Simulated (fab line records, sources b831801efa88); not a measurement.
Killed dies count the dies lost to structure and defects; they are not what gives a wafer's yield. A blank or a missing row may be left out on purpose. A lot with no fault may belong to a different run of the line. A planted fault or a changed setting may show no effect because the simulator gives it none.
Which tool did it? | flow gf180mcu | 13 lots with 39 wafers sampled at 5 steps, on a route of 602 steps

WHAT THE GAUGES READ, wafer by wafer
GF_V1_RS_MEAS_24: measures by four-point-probe.
lot  | measured     | on           | V1_W_RS (ohm/sq)
L760 | day 18 07:22 | filmMetro-01 | 0.325 0.332 0.319
L761 | day 18 13:52 | filmMetro-01 | 0.327 0.324 0.331
L762 | day 19 08:04 | filmMetro-01 | 0.328 0.334 0.330
L765 | day 20 05:40 | filmMetro-02 | 0.331 0.330 0.324
L770 | day 22 05:10 | filmMetro-01 | 0.337 0.334 0.334
L771 | day 22 15:10 | filmMetro-02 | 0.337 0.325 0.340
L775 | day 23 19:01 | filmMetro-03 | 0.325 0.327 0.331
L776 | day 24 04:34 | filmMetro-03 | 0.325 0.327 0.328
L779 | day 25 04:10 | filmMetro-02 | 0.328 0.324 0.324
L780 | day 25 12:45 | filmMetro-02 | 0.326 0.327 0.332
L781 | day 25 23:15 | filmMetro-02 | 0.328 0.326 0.320
L782 | day 26 00:40 | filmMetro-01 | 0.322 0.328 0.322
L783 | day 26 05:23 | filmMetro-01 | 0.323 0.337 0.337

GF_M2_CD_MEAS_14: the cd target is 280 nm.
lot  | measured     | on       | cdNm (nm)
L760 | day 19 07:53 | cdSem-02 | 278.4 278.6 278.1
L761 | day 19 15:26 | cdSem-01 | 281.7 281.8 282.6
L762 | day 20 09:22 | cdSem-02 | 281.4 281.1 281.7
L765 | day 21 05:38 | cdSem-01 | 279.4 281.5 279.2
L770 | day 23 04:44 | cdSem-02 | 250.6 259.0 268.1
L771 | day 23 14:27 | cdSem-01 | 268.5 256.6 207.5
L775 | day 24 17:30 | cdSem-02 | 280.0 281.0 280.5
L776 | day 25 01:59 | cdSem-01 | 278.8 278.9 280.3
L779 | day 26 02:16 | cdSem-02 | 280.8 281.3 281.9
L780 | day 26 10:18 | cdSem-02 | 276.9 279.0 278.1
L781 | day 26 20:47 | cdSem-02 | 278.6 277.5 277.8
L782 | day 26 21:31 | cdSem-02 | 280.8 279.8 281.0
L783 | day 27 02:36 | cdSem-01 | 277.5 279.0 279.3

WHICH TOOL RAN EACH LOT (tool, then ch and the chambers of the sampled wafers, then the start)
lot  | GF_V1_SPUTTER_21            | GF_V1_SPUTTER_22            | GF_M2_EXPOSE_11
L760 | pvdSputter-04, day 18 07:10 | pvdSputter-04, day 18 07:13 | krfScanner-02 ch 0, day 18 20:08
L761 | pvdSputter-04, day 18 13:40 | pvdSputter-04, day 18 13:43 | krfScanner-01 ch 0, day 19 03:01
L762 | pvdSputter-03, day 19 07:52 | pvdSputter-03, day 19 07:55 | krfScanner-02 ch 0, day 19 21:40
L765 | pvdSputter-02, day 20 05:28 | pvdSputter-02, day 20 05:31 | krfScanner-02 ch 0, day 20 18:08
L770 | pvdSputter-03, day 22 04:58 | pvdSputter-03, day 22 05:01 | krfScanner-02 ch 0, day 22 17:13
L771 | pvdSputter-03, day 22 14:56 | pvdSputter-03, day 22 15:00 | krfScanner-02 ch 0, day 23 03:00
L775 | pvdSputter-03, day 23 18:42 | pvdSputter-03, day 23 18:46 | krfScanner-01 ch 0, day 24 06:39
L776 | pvdSputter-03, day 24 04:21 | pvdSputter-03, day 24 04:25 | krfScanner-01 ch 0, day 24 15:56
L779 | pvdSputter-03, day 25 03:57 | pvdSputter-03, day 25 04:01 | krfScanner-01 ch 0, day 25 16:21
L780 | pvdSputter-02, day 25 12:31 | pvdSputter-02, day 25 12:35 | krfScanner-01 ch 0, day 26 00:10
L781 | pvdSputter-03, day 25 23:02 | pvdSputter-03, day 25 23:06 | krfScanner-01 ch 0, day 26 10:23
L782 | pvdSputter-03, day 26 00:25 | pvdSputter-03, day 26 00:28 | krfScanner-01 ch 0, day 26 11:40
L783 | pvdSputter-03, day 26 05:08 | pvdSputter-03, day 26 05:12 | krfScanner-02 ch 0, day 26 17:17
- GF_V1_SPUTTER_21: material Ti, target thk 15 nm, time 80.02 s.
- GF_V1_SPUTTER_22: material TiN, target thk 10 nm, time 40 s.
- GF_M2_EXPOSE_11: exposes mask Metal2, target cd 280 nm.

AS READ BY THE TOOLS THEMSELVES (means over the sampled wafers that have a number; for cases with no such wafer, the mark the record gives instead)
GF_V1_SPUTTER_21.
lot  | tool          | throttleValvePct (%)
L760 | pvdSputter-04 | 30.1
L761 | pvdSputter-04 | 30.1
L762 | pvdSputter-03 | 30.5
L765 | pvdSputter-02 | 30.3
L770 | pvdSputter-03 | 30.2
L771 | pvdSputter-03 | 31.2
L775 | pvdSputter-03 | 31.1
L776 | pvdSputter-03 | 30.4
L779 | pvdSputter-03 | 30.6
L780 | pvdSputter-02 | 30.7
L781 | pvdSputter-03 | 30.6
L782 | pvdSputter-03 | 29.7
L783 | pvdSputter-03 | 31.0

GF_V1_SPUTTER_22.
lot  | tool          | throttleValvePct (%)
L760 | pvdSputter-04 | 30.0
L761 | pvdSputter-04 | 30.3
L762 | pvdSputter-03 | 30.4
L765 | pvdSputter-02 | 30.3
L770 | pvdSputter-03 | 30.1
L771 | pvdSputter-03 | 31.2
L775 | pvdSputter-03 | 31.4
L776 | pvdSputter-03 | 30.4
L779 | pvdSputter-03 | 30.5
L780 | pvdSputter-02 | 30.9
L781 | pvdSputter-03 | 30.6
L782 | pvdSputter-03 | 29.6
L783 | pvdSputter-03 | 30.9

THE ANSWER, worked out from the rows above alone
Rule: the lots themselves supply what counts as usual. Put in order of their means at a reading, lots are off if they are a third of the lots or fewer, leave a main group of 4 or more, and stand apart from it by a gap of 3 or more times the standard deviation of the main group's means; of several such gaps the widest counts. The tables above print the reading to a certain number of digits; a main group whose means all agree to those digits is not used. A lot without any number at a reading at which 4 lots or more have one is off too. The other lots that the step has rows for count as sound. After the gauges, taken in route order, come the tools' own readings; for these a lot's mean is taken, as printed above. The first step at which some lot is off is used, and at that step the reading that is off furthest; a lot without a number counts as furthest.
Off, at GF_M2_CD_MEAS_14 on cdNm: L770, L771. The main group has a mean of 279.8 nm with a standard deviation of 1.4.
If a tool, at a process step before that reading, ran all the lots that are off and no sound lot after the first of them, it fits. The gauges at GF_M2_CD_MEAS_14 are tried like those tools. Not one of the candidates tried fits.

WHAT THE SIMULATOR HAD INSERTED
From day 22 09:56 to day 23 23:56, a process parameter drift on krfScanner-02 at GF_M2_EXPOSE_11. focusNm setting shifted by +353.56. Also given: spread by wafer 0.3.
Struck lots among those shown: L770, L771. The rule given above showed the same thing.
